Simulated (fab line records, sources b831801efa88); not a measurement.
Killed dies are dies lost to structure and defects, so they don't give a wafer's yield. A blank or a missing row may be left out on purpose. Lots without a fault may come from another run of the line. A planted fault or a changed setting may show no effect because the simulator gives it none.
fab line records | flow sky130
record lots=5 wafers=23
route steps=708 shown SONOS_ONO@172 GATE_OXIDE@188 POLY_GATE@213 RES_PROTECT@214 LDD_N@246 LDD_P@264
start_h: hours from the record's first day to the start of the lot's first wafer shown | wait_h: hours since the lot's step before | " the same as in the row above | L1.1+2: a row that stands for several wafers | - no value, or no start given | * or withheld: withheld | < > ~ a bound
route shown NAME@n: a module of which the file shows steps, and the number in the route of the first | usual: mean/standard deviation of fault-free wafers | same: alike in all rows | chamber/n: place in a boat | sites: the reading at each site | _std_site: their standard deviation | _edge_site: outer sites' mean less inner sites' | radius_mm: how far each site lies from the wafer's centre | mask NAME#n: copy n | behind: the tool/chamber that last shaped the wafer | hold: why the lot was held/for how many hours/how that ended | device: the transistor (n, p or np) that didn't switch | end of line: the same wafers' tests at the end of the route | a step without rows: its recipe alone | killed: dies lost to structure and defects at the first sort, not the wafer's yield | map: a wafer's dies, x killed, . not, _ none there
set.NAME: the setting as run; set.NAME@STEP: as run at that earlier step | model.NAME: the simulator's own value behind a step, which no gauge read
lots whose settings were changed on purpose; a table a step, a row a wafer
## steps
# step SKY_SONOS_ONO_CVD_04
# recipe material=SiO2 precursor=SiH4/N2O target_thk_nm=5.7199 temp_c=900 pressure_mtorr=400
# columns lot.wafer tool chamber start_h wait_h set.time_s model.SiO2_of_SONOS_ONO_CVD_04.thk_nm
L074.2 lpcvd-03 1 252.05 0.0 900 5.802
L074.3 " 1 " " 900 5.692
L074.4 " 1 " " 900 5.751
L075.1 - - - 0.1 779.4 4.913
L075.2 " - " " 779.4 4.889
L075.3 " - " " 779.4 4.919
L075.5 " - " " 779.4 4.98
L075.6 " - " " 779.4 4.891
L080.1 - - - 0.1 781.5 5.163
L080.2 " - " " 781.5 5.152
L080.3 " - " " 781.5 5.08
L080.4 " - " " 781.5 5.13
L080.5 " - " " 781.5 5.126
L083.1 - - - 0.1 993.9 6.338
L083.2 " - " " 993.9 6.302
L083.3 " - " " 993.9 6.439
L083.5 " - " " 993.9 6.418
L083.6 " - " " 993.9 6.388
L085.1 - - - 0.1 821.5 5.22
L085.2 " - " " 821.5 5.191
L085.3 " - " " 821.5 5.08
L085.4 " - " " 821.5 5.166
L085.6 " - " " 821.5 5.142
# step SKY_SONOS_ONO_THK_MEAS_05
# recipe reads=SiO2_of_SONOS_ONO_CVD_04
# usual SONOS_ONO_CVD_04_THK=5.77/0.11
# columns lot.wafer tool chamber start_h wait_h set.time_s@SONOS_ONO_CVD_04 SONOS_ONO_CVD_04_THK[nm]
L074.2 film_metro-01 - 253.31 0.0 900 5.79
L074.3 " - " " 900 5.76
L074.4 " - " " 900 5.74
L075.1 film_metro-02 - - - 779.4 4.93
L075.2 " - " " 779.4 4.90
L075.3 " - " " 779.4 4.92
L075.5 " - " " 779.4 5.00
L075.6 " - " " 779.4 4.91
L080.1 film_metro-01 - - - 781.5 5.13
L080.2 " - " " 781.5 5.13
L080.3 " - " " 781.5 5.10
L080.4 " - " " 781.5 5.14
L080.5 " - " " 781.5 5.07
L083.1 film_metro-02 - - - 993.9 6.33
L083.2 " - " " 993.9 6.26
L083.3 " - " " 993.9 6.44
L083.5 " - " " 993.9 6.42
L083.6 " - " " 993.9 6.37
L085.1 film_metro-03 - - - 821.5 5.23
L085.2 " - " " 821.5 5.16
L085.3 " - " " 821.5 5.08
L085.4 " - " " 821.5 5.14
L085.6 " - " " 821.5 5.13
# step SKY_SONOS_ONO_SOFTBAKE_09
# recipe temp_c=90 time_s=60 resist=NOVOLAK
# columns lot.wafer tool chamber start_h wait_h set.temp_c
L074.2+3+4 litho_track-04 0 264.62 0.1 90
L075.1+3+5 litho_track-02 0 273.91 0.1 90
L075.2+6 " 0 " " 87.09
L080.1+5 litho_track-03 0 318.23 0.1 90
L080.2+3+4 " 0 " " 91.17
L083.1+6 litho_track-02 0 340.66 0.1 90
L083.2+3+5 " 0 " " 86.39
L085.1+3+4 litho_track-04 0 358.09 0.1 90
L085.2+6 " 0 " " 87.36
# step SKY_SONOS_ONO_EXPOSE_10
# recipe mask_id=ONOM target_cd_nm=410 na=0.6 source_shape=conventional sigma_outer=0.6 dose_mj=150
# step SKY_SONOS_ONO_PEB_11
# recipe temp_c=withheld time_s=* resist=NOVOLAK
# step SKY_SONOS_ONO_DEVELOP_12
# recipe develop_time_s=60 dev_temp_c=23
# columns lot.wafer tool chamber start_h wait_h set.temp_c@SONOS_ONO_SOFTBAKE_09 model.NOVOLAK_of_SONOS_ONO_COAT_08.thk_nm
L074.2+3 litho_track-02 0 277.13 0.1 90 1135
L074.4 " 0 " " 90 1137
L075.1 litho_track-04 0 286.24 0.1 90 1134
L075.2 " 0 " " 87.09 1145
L075.3 " 0 " " 90 1136
L075.5 " 0 " " 90 1135
L075.6 " 0 " " 87.09 1143
L080.1 litho_track-04 0 331.54 0.1 90 1140
L080.2+4 " 0 " " 91.17 1141
L080.3 " 0 " " 91.17 1143
L080.5 " 0 " " 90 1145
L083.1 litho_track-02 0 353.71 0.1 90 1140
L083.2 " 0 " " 86.39 1152
L083.3+5 " 0 " " 86.39 1153
L083.6 " 0 " " 90 1142
L085.1 litho_track-02 0 371.41 0.1 90 1140
L085.2 " 0 " " 87.36 1146
L085.3 " 0 " " 90 1138
L085.4 " 0 " " 90 1136
L085.6 " 0 " " 87.36 1145
# step SKY_SONOS_ONO_ETCH_15
# recipe target_depth_nm=19.52 chemistry=CHF3/O2 source_w=600 bias_w=200 pressure_mtorr=40 chf3_flow_sccm=50 O2_flow_sccm=5 time_s=7.8
# step SKY_SONOS_ONO_WET_ETCH_16
# recipe chemistry=dHF target_depth_nm=14 dry=n2_spin target=SiO2 dilution=100:1 temp_c=25 time_s=280
# step SKY_SONOS_ONO_STRIP_17
# recipe chemistry=O2/N2 power_w=1400 pressure_mtorr=1500 platen_temp_c=withheld o2_flow_sccm=3000 n2_flow_sccm=300 overash_fraction=0.5
# usual strip_time_to_endpoint_s=14.08/0.033
# columns lot.wafer tool chamber start_h wait_h set.temp_c@SONOS_ONO_SOFTBAKE_09 strip_time_to_endpoint_s
L074.2 plasma_asher-02 0 277.57 0.0 90 14.05
L074.3 " 1 " " 90 14.04
L074.4 " 0 " " 90 14.06
L075.1 plasma_asher-02 1 286.66 0.0 90 14.03
L075.2 " 0 " " 87.09 14.16
L075.3 " 1 " " 90 14.06
L075.5 " 0 " " 90 14.03
L075.6 " 1 " " 87.09 14.13
L080.1 plasma_asher-04 1 331.97 0.0 90 14.09
L080.2 " 0 " " 91.17 14.11
L080.3 " 1 " " 91.17 14.12
L080.4 " 0 " " 91.17 14.11
L080.5 " 1 " " 90 14.15
L083.1 plasma_asher-02 1 354.14 0.0 90 14.11
L083.2 " 0 " " 86.39 14.24
L083.3 " 0 " " 86.39 14.25
L083.5 " 1 " " 86.39 14.27
L083.6 " 0 " " 90 14.12
L085.1 plasma_asher-04 0 371.82 0.0 90 14.10
L085.2 " 1 " " 87.36 14.17
L085.3 " 0 " " 90 14.07
L085.4 " 1 " " 90 14.07
L085.6 " 0 " " 87.36 14.14
# step SKY_GATE_OXIDE_OXIDATION_01
# recipe temp_c=900 ambient=O2 stabilise_s=600 purge_s=300 target_thk_a=102.68 ox_time_s=1473
# columns lot.wafer tool chamber start_h wait_h set.temp_c model.SiO2_of_GATE_OXIDE_OXIDATION_01.thk_nm
L074.2 furnace-01 0 278.50 0.7 900 9.923
L074.3 " 0 " " 900 10.1
L074.4 " 0 " " 900 10.2
L075.1 - - - 0.5 900 9.888
L075.2 " - " " 900 9.929
L075.3 " - " " 900 9.937
L075.5 " - " " 900 10.06
L075.6 " - " " 900 10.09
L080.1 - - - 0.7 923.4 13.03
L080.2 " - " " 923.4 12.83
L080.3 " - " " 923.4 13.08
L080.4 " - " " 923.4 12.95
L080.5 " - " " 923.4 12.7
L083.1 - - - 0.1 885.5 8.925
L083.2 " - " " 885.5 8.767
L083.3 " - " " 885.5 8.789
L083.5 " - " " 885.5 8.656
L083.6 " - " " 885.5 8.591
L085.1 - - - 0.0 909.1 11.33
L085.2 " - " " 909.1 11.43
L085.3 " - " " 909.1 11.29
L085.4 " - " " 909.1 11.38
L085.6 " - " " 909.1 11.17
# step SKY_GATE_OXIDE_THK_MEAS_02
# recipe reads=SiO2_of_GATE_OXIDE_OXIDATION_01
# usual GATE_OXIDE_OXIDATION_00_THK=10.13/0.16
# columns lot.wafer tool chamber start_h wait_h set.temp_c@GATE_OXIDE_OXIDATION_01 GATE_OXIDE_OXIDATION_00_THK[nm]
L074.2 film_metro-04 - 279.92 0.0 900 9.94
L074.3 " - " " 900 10.08
L074.4 " - " " 900 10.21
L075.1 film_metro-03 - - - 900 9.92
L075.2 " - " " 900 9.93
L075.3 " - " " 900 9.94
L075.5 " - " " 900 10.09
L075.6 " - " " 900 10.11
L080.1 film_metro-04 - - - 923.4 13.05
L080.2 " - " " 923.4 12.79
L080.3 " - " " 923.4 13.06
L080.4 " - " " 923.4 12.96
L080.5 " - " " 923.4 12.71
L083.1 film_metro-04 - - - 885.5 8.93
L083.2 " - " " 885.5 8.73
L083.3 " - " " 885.5 8.82
L083.5 " - " " 885.5 8.69
L083.6 " - " " 885.5 8.56
L085.1 film_metro-03 - - - 909.1 11.36
L085.2 " - " " 909.1 11.47
L085.3 " - " " 909.1 11.25
L085.4 " - " " 909.1 11.37
L085.6 " - " " 909.1 11.12
# step SKY_GATE_OXIDE_COAT_05
# recipe resist=NOVOLAK spin_rpm=3000 resist_thk_nm=1140
# columns lot.wafer tool chamber start_h wait_h set.resist_thk_nm model.NOVOLAK_of_GATE_OXIDE_COAT_05.thk_nm
L074.2 litho_track-01 0 292.26 0.1 1140 1138
L074.3+4 " 0 " " 1140 1137
L075.1+2+6 litho_track-01 0 301.44 0.1 1140 1140
L075.3 " 0 " " 1140 1141
L075.5 " 0 " " 1140 1135
L080.1+2+3 litho_track-04 0 347.39 0.1 1205 1207
L080.4 " 0 " " 1140 1140
L080.5 " 0 " " 1140 1139
L083.1 litho_track-01 0 369.19 0.1 1095 1095
L083.2 " 0 " " 1140 1136
L083.3+6 " 0 " " 1095 1094
L083.5 " 0 " " 1140 1134
L085.1 litho_track-04 0 387.74 0.1 1079 1075
L085.2 " 0 " " 1140 1136
L085.3+4 " 0 " " 1140 1137
L085.6 " 0 " " 1079 1078
# step SKY_GATE_OXIDE_SOFTBAKE_06
# recipe temp_c=90 time_s=60 resist=NOVOLAK
# step SKY_GATE_OXIDE_EXPOSE_07
# recipe mask_id=LVOM na=0.6 source_shape=conventional sigma_outer=0.6 polarization=unpolarized target_cd_nm=600 dose_mj=172.4
# step SKY_GATE_OXIDE_IMPLANT_11
# recipe species=B energy_kev=10 dose_cm2=2.6e+12 tilt_deg=withheld
# step SKY_GATE_OXIDE_WET_ETCH_12
# recipe chemistry=dHF target_depth_nm=16.8 dry=n2_spin target=SiO2 dilution=100:1 temp_c=25 time_s=336
# step SKY_GATE_OXIDE_STRIP_13
# recipe chemistry=O2/N2 power_w=1400 pressure_mtorr=1500 platen_temp_c=withheld o2_flow_sccm=3000 n2_flow_sccm=300 overash_fraction=0.5
# usual strip_time_to_endpoint_s=14.16/0.04
# columns lot.wafer tool chamber start_h wait_h set.resist_thk_nm@GATE_OXIDE_COAT_05 strip_time_to_endpoint_s
L074.2 plasma_asher-01 0 305.20 0.0 1140 14.15
L074.3 " 1 " " 1140 14.14
L074.4 " 0 " " 1140 14.14
L075.1 plasma_asher-03 1 314.79 0.0 1140 14.16
L075.2 " 0 " " 1140 14.17
L075.3 " 1 " " 1140 14.19
L075.5 " 1 " " 1140 14.12
L075.6 " 0 " " 1140 14.18
L080.1 plasma_asher-02 1 361.31 0.0 1205 14.93
L080.2 " 0 " " 1205 14.93
L080.3 " 0 " " 1205 14.93
L080.4 " 1 " " 1140 14.19
L080.5 " 0 " " 1140 14.17
L083.1 plasma_asher-03 1 384.50 0.0 1095 13.66
L083.2 " 0 " " 1140 14.13
L083.3 " 1 " " 1095 13.64
L083.5 " 1 " " 1140 14.11
L083.6 " 0 " " 1095 13.65
L085.1 plasma_asher-02 0 402.20 0.0 1079 13.40
L085.2 " 1 " " 1140 14.14
L085.3 " 0 " " 1140 14.12
L085.4 " 1 " " 1140 14.13
L085.6 " 0 " " 1079 13.46
# step SKY_GATE_OXIDE_OXIDATION_16
# recipe temp_c=800 ambient=O2 idle_temp_c=700 ramp_up_c_per_min=10 ramp_down_c_per_min=3 stabilise_s=600 purge_s=300 target_thk_a=35.7 ox_time_s=1915
# columns lot.wafer tool chamber start_h wait_h set.ox_time_s set.temp_c@GATE_OXIDE_OXIDATION_01 model.SiO2_of_GATE_OXIDE_OXIDATION_01.thk_nm
L074.2 furnace-01 0 306.63 1.2 1915 900 11.32
L074.3 " 0 " " 1915 900 11.45
L074.4 " 0 " " 1915 900 11.55
L075.1 - - - 1.4 1692 900 11.05
L075.2 " - " " 1692 900 11.1
L075.3 " - " " 1692 900 11.09
L075.5 " - " " 1692 900 11.22
L075.6 " - " " 1692 900 11.24
L080.1 - - - 0.2 2135 923.4 14.36
L080.2 " - " " 2135 923.4 14.17
L080.3 " - " " 2135 923.4 14.41
L080.4 " - " " 2135 923.4 14.31
L080.5 " - " " 2135 923.4 14.03
L083.1 - - - 1.4 1915 885.5 10.27
L083.2 " - " " 1915 885.5 10.15
L083.3 " - " " 1915 885.5 10.19
L083.5 " - " " 1915 885.5 10.06
L083.6 " - " " 1915 885.5 9.988
L085.1 - - - 0.5 1696 909.1 12.44
L085.2 " - " " 1696 909.1 12.52
L085.3 " - " " 1696 909.1 12.39
L085.4 " - " " 1696 909.1 12.46
L085.6 " - " " 1696 909.1 12.27
# step SKY_POLY_GATE_IMPLANT_02
# recipe species=P energy_kev=30 dose_cm2=7.7e+15 tilt_deg=0
# columns lot.wafer tool chamber start_h wait_h set.dose_cm2
L074.2+3+4 implanter-01 0 335.71 0.1 7.7e+15
L075.1+5+6 implanter-04 0 345.18 0.1 7.281e+15
L075.2+3 " 0 " " 7.7e+15
L080.1+3 implanter-01 0 392.43 0.1 7.7e+15
L080.2+4+5 " 0 " " 8.212e+15
L083.1+2+3+5+6 implanter-03 0 416.84 0.1 7.7e+15
L085.1+2+3 implanter-03 0 435.53 0.1 7.7e+15
L085.4+6 " 0 " " 7.171e+15
# step SKY_RES_PROTECT_STRIP_07
# recipe chemistry=O2/N2 power_w=1400 pressure_mtorr=1500 platen_temp_c=withheld o2_flow_sccm=3000 n2_flow_sccm=300 overash_fraction=0.5
# usual strip_time_to_endpoint_s=23.28/0.037
# columns lot.wafer tool chamber start_h wait_h set.dose_cm2@POLY_GATE_IMPLANT_02 strip_time_to_endpoint_s
L074.2 plasma_asher-01 0 335.84 0.1 7.7e+15 23.23
L074.3 " 1 " " 7.7e+15 23.24
L074.4 " 0 " " 7.7e+15 23.21
L075.1 plasma_asher-04 1 345.33 0.1 7.281e+15 23.06
L075.2 " 0 " " 7.7e+15 23.33
L075.3 " 0 " " 7.7e+15 23.25
L075.5 " 1 " " 7.281e+15 23.12
L075.6 " 0 " " 7.281e+15 23.07
L080.1 plasma_asher-01 1 392.58 0.1 7.7e+15 23.23
L080.2 " 0 " " 8.212e+15 23.52
L080.3 " 0 " " 7.7e+15 23.34
L080.4 " 1 " " 8.212e+15 23.49
L080.5 " 1 " " 8.212e+15 23.55
L083.1 plasma_asher-01 1 416.99 0.1 7.7e+15 23.26
L083.2 " 0 " " 7.7e+15 23.28
L083.3 " 1 " " 7.7e+15 23.30
L083.5 " 0 " " 7.7e+15 23.24
L083.6 " 1 " " 7.7e+15 23.30
L085.1 plasma_asher-04 0 435.68 0.1 7.7e+15 23.30
L085.2 " 1 " " 7.7e+15 23.27
L085.3 " 0 " " 7.7e+15 23.28
L085.4 " 1 " " 7.171e+15 23.02
L085.6 " 0 " " 7.171e+15 22.99
# step SKY_POLY_GATE_DEVELOP_12
# recipe develop_time_s=60 resist=KrF-thick dev_temp_c=21
# columns lot.wafer tool chamber start_h wait_h set.dev_temp_c
L074.2+3+4 litho_track-04 0 - - 21
L075.1+2+6 litho_track-04 0 - - 21
L075.3+5 " 0 " " 17.9
L080.1+2+3+4+5 litho_track-03 0 - - 21
L083.1+2+6 litho_track-04 0 - - 21
L083.3+5 " 0 " " 23.69
L085.1+4+6 litho_track-04 0 - - 24.37
L085.2+3 " 0 " " 21
# step SKY_POLY_GATE_CD_MEAS_13
# recipe target_cd_nm=150
# usual cd_nm=149.2/1.2
# columns lot.wafer tool chamber start_h wait_h set.dev_temp_c@POLY_GATE_DEVELOP_12 cd_nm
L074.2 cd_sem-01 - 366.91 - 21 150.3
L074.3 " - " " 21 151.2
L074.4 " - " " 21 152.1
L075.1 cd_sem-02 - 375.54 - 21 150.6
L075.2 " - " " 21 149.9
L075.3 " - " " 17.9 153.6
L075.5 " - " " 17.9 151.9
L075.6 " - " " 21 149.2
L080.1 cd_sem-02 - 424.38 - 21 149.5
L080.2 " - " " 21 148.4
L080.3 " - " " 21 149.0
L080.4 " - " " 21 149.4
L080.5 " - " " 21 149.2
L083.1 cd_sem-01 - 449.39 - 21 148.8
L083.2 " - " " 21 150.1
L083.3 " - " " 23.69 147.5
L083.5 " - " " 23.69 146.7
L083.6 " - " " 21 149.0
L085.1 cd_sem-01 - 470.24 - 24.37 146.6
L085.2 " - " " 21 149.2
L085.3 " - " " 21 150.0
L085.4 " - " " 24.37 146.5
L085.6 " - " " 24.37 147.2
# step SKY_LDD_N_IMPLANT_09
# recipe species=As energy_kev=20 dose_cm2=7.5e+13 tilt_deg=withheld rotation_deg=113
# columns lot.wafer tool chamber start_h wait_h set.energy_kev model.implant.rp_nm model.implant.drp_nm
L074.2+3+4 implanter-04 0 397.74 0.1 20 16.07 7.212
L075.1+2+3+5+6 implanter-01 0 406.44 0.1 20 15.61 7.212
L080.1+2+5 implanter-04 0 458.21 0.1 20.39 16.29 7.309
L080.3+4 " 0 " " 20 16.06 7.212
L083.1+3+5 implanter-01 0 482.49 0.1 19.29 15.12 7.034
L083.2+6 " 0 " " 20 15.52 7.212
L085.1+2+3+4+6 implanter-02 0 503.86 0.1 20 16.09 7.212
# step SKY_LDD_P_IMPLANT_09
# recipe species=BF2 energy_kev=25 dose_cm2=1e+13 tilt_deg=withheld
# columns lot.wafer tool chamber start_h wait_h set.dose_cm2
L074.2+3+4 implanter-01 0 427.99 0.0 1e+13
L075.1+2+3 implanter-02 0 438.19 0.0 1e+13
L075.5+6 " 0 " " 9.612e+12
L080.1+4 implanter-03 0 490.21 0.0 1e+13
L080.2+3+5 " 0 " " 1.055e+13
L083.1+2+3+5+6 implanter-01 0 514.80 0.0 1e+13
L085.1+2+4 implanter-02 0 534.94 0.0 1e+13
L085.3+6 " 0 " " 9.538e+12
# step SKY_LDD_P_STRIP_10
# recipe chemistry=O2/N2 power_w=1400 pressure_mtorr=1500 platen_temp_c=withheld o2_flow_sccm=3000 n2_flow_sccm=300 overash_fraction=0.5
# step SKY_LDD_P_TW_MEAS_11
# usual LDD_P_TW=632/3.3
# columns lot.wafer tool chamber start_h wait_h set.dose_cm2@LDD_P_IMPLANT_09 LDD_P_TW
L074.2 film_metro-03 - 428.22 0.1 1e+13 629
L074.3 " - " " 1e+13 634
L074.4 " - " " 1e+13 632
L075.1 film_metro-04 - 438.44 0.1 1e+13 631
L075.2 " - " " 1e+13 633
L075.3 " - " " 1e+13 634
L075.5 " - " " 9.612e+12 626
L075.6 " - " " 9.612e+12 623
L080.1 film_metro-04 - 490.46 0.1 1e+13 628
L080.2 " - " " 1.055e+13 639
L080.3 " - " " 1.055e+13 637
L080.4 " - " " 1e+13 629
L080.5 " - " " 1.055e+13 641
L083.1 film_metro-01 - 515.05 0.1 1e+13 637
L083.2 " - " " 1e+13 637
L083.3 " - " " 1e+13 636
L083.5 " - " " 1e+13 634
L083.6 " - " " 1e+13 636
L085.1 film_metro-01 - 535.19 0.1 1e+13 635
L085.2 " - " " 1e+13 635
L085.3 " - " " 9.538e+12 630
L085.4 " - " " 1e+13 635
L085.6 " - " " 9.538e+12 627
## key
split step=SKY_SONOS_ONO_CVD_04 setting=time_s stated=900 by=lot
response step=SKY_SONOS_ONO_CVD_04 reading=model.SiO2_of_SONOS_ONO_CVD_04.thk_nm change=+0.0579 per=1% r=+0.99
response step=SKY_SONOS_ONO_THK_MEAS_05 reading=SONOS_ONO_CVD_04_THK change=+0.0576 per=1% r=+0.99
split step=SKY_SONOS_ONO_SOFTBAKE_09 setting=temp_c stated=90 by=wafer
response step=SKY_SONOS_ONO_DEVELOP_12 reading=model.NOVOLAK_of_SONOS_ONO_COAT_08.thk_nm change=-2.68 per=1% r=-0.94
response step=SKY_SONOS_ONO_STRIP_17 reading=strip_time_to_endpoint_s change=* per=1% r=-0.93
split step=SKY_GATE_OXIDE_OXIDATION_01 setting=temp_c stated=900 by=lot
response step=SKY_GATE_OXIDE_OXIDATION_01 reading=model.SiO2_of_GATE_OXIDE_OXIDATION_01.thk_nm change=+1.01 per=1% r=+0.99
response step=SKY_GATE_OXIDE_THK_MEAS_02 reading=GATE_OXIDE_OXIDATION_00_THK change=+1.01 per=1% r=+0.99
response step=SKY_GATE_OXIDE_OXIDATION_16 reading=model.SiO2_of_GATE_OXIDE_OXIDATION_01.thk_nm change=+0.994 per=1% r=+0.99
split step=SKY_GATE_OXIDE_COAT_05 setting=resist_thk_nm stated=1140 by=wafer
response step=SKY_GATE_OXIDE_COAT_05 reading=model.NOVOLAK_of_GATE_OXIDE_COAT_05.thk_nm change=+11.3 per=1% r=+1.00
response step=SKY_GATE_OXIDE_STRIP_13 reading=strip_time_to_endpoint_s change=* per=1% r=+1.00
split step=SKY_GATE_OXIDE_OXIDATION_16 setting=ox_time_s stated=1915 by=lot
response none clear
split step=SKY_POLY_GATE_IMPLANT_02 setting=dose_cm2 stated=7.7e+15 by=wafer
response step=SKY_RES_PROTECT_STRIP_07 reading=strip_time_to_endpoint_s change=* per=1% r=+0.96
split step=SKY_POLY_GATE_DEVELOP_12 setting=dev_temp_c stated=21 by=wafer
response step=SKY_POLY_GATE_CD_MEAS_13 reading=cd_nm change=-0.182 per=1% r=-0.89
split step=SKY_LDD_N_IMPLANT_09 setting=energy_kev stated=20 by=wafer
response step=SKY_LDD_N_IMPLANT_09 reading=model.implant.rp_nm change=+0.114 per=1% r=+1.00
response step=SKY_LDD_N_IMPLANT_09 reading=model.implant.drp_nm change=+0.0501 per=1% r=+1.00
split step=SKY_LDD_P_IMPLANT_09 setting=dose_cm2 stated=1e+13 by=wafer
response step=SKY_LDD_P_TW_MEAS_11 reading=LDD_P_TW change=+1.82 per=1% r=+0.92
